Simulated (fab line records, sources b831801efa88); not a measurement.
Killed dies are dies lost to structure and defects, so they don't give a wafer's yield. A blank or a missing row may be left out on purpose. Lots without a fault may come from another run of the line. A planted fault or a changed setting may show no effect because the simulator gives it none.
Chamber matching | flow sky130 | SKY_CONTACT_CMP_04 on cmp-02: 4 sister chambers
The step polishes SiO2. 7 wafers are shown with their chamber, then 6 later ones without.

WAFERS WITH THEIR CHAMBER
wafer  | chamber | motor_current_A (A) | retaining_ring_pressure_frac
L695.3 | 1       | 13.8                | 0.999
L695.6 | 0       | 12.0                | 1.004
L696.1 | 1       | 14.1                | 0.997
L696.2 | 3       | 10.7                | 0.995
L696.5 | 2       | 11.8                | 0.999
L700.2 | 3       | 10.0                | 0.997
L700.4 | 0       | 12.5                | 1.003

WAFERS WITHOUT THEIR CHAMBER
wafer  | motor_current_A (A) | retaining_ring_pressure_frac
L700.6 | 10.5                | 1.002
L703.2 | 14.4                | 1.000
L703.3 | 9.9                 | 0.995
L703.5 | 10.2                | 0.998
L710.2 | 12.2                | 1.004
L710.4 | 10.8                | 0.998

WHICH CHAMBER EACH WENT THROUGH
wafer  | from the rows above          | in truth
L700.6 | can't be placed: 2 or 0 or 3 | 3
L703.2 | 1                            | 1
L703.3 | 3                            | 3
L703.5 | 3                            | 3
L710.2 | 0                            | 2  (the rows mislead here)
L710.4 | can't be placed: 3 or 2      | 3
Placed correctly: 3 of 6. Can't be placed from these rows: 2 (the true chamber is among the candidates in 2). Placed wrongly: 1.
How it was worked out, from the rows above alone: a wafer's distance from a chamber is the root of the sum, over the readings, of the square of ((its reading less the chamber's mean) divided by the reading's scatter). The wafer belongs to the nearest chamber; if the next one is less than 2 further off, it can't be placed. A chamber's mean is the mean of its shown wafers. The scatter: the root of (the sum of the squares of (reading less its chamber's mean) over the shown wafers, divided by (wafers less chambers)).
